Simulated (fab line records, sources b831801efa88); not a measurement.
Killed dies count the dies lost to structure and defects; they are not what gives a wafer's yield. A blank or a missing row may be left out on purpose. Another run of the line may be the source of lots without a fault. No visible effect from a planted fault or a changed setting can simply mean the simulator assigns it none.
Which tool did it? | flow sky130 | 18 wafers sampled from 6 lots at 1 step of a route of 708

WHAT THE GAUGES READ, wafer by wafer
SKY_FIELD_ISO_THK_MEAS_02.
lot  | measured    | on            | FIELD_ISO_OXIDATION_00_THK (nm)
L864 | day 1 16:46 | film_metro-04 | 12.16 12.03 12.04
L866 | day 2 02:38 | film_metro-04 | 12.02 12.38 12.15
L872 | day 3 09:16 | film_metro-02 | 12.11 12.11 12.03
L877 | day 4 09:38 | film_metro-04 | 12.23 12.27 12.03
L879 | day 4 19:38 | film_metro-03 | 12.10 12.20 12.30
L881 | day 5 06:47 | film_metro-03 | 12.36 12.43 12.24

WHICH TOOL RAN EACH LOT (tool, then ch and the chambers of the sampled wafers, then the start)
Record: no process step prior to these readings.

THE ANSWER, worked out from the rows above alone
Rule: the lots themselves supply what counts as usual. The widest of any qualifying gaps counts: lots, ordered by their means at a reading, are off when they make up no more than a third of the lots, leave a main group of 4 or more, and stand apart from it by 3 or more times the standard deviation of that group's means. Not used: any main group whose means are identical at the precision the tables above print for the reading. Also off: a lot with no number at a reading for which 4 or more lots have one. Where the step has rows for the other lots, those lots are counted as sound.
No lot is off on any of the readings shown, so nothing can be concluded from this.

WHAT THE SIMULATOR PUT IN
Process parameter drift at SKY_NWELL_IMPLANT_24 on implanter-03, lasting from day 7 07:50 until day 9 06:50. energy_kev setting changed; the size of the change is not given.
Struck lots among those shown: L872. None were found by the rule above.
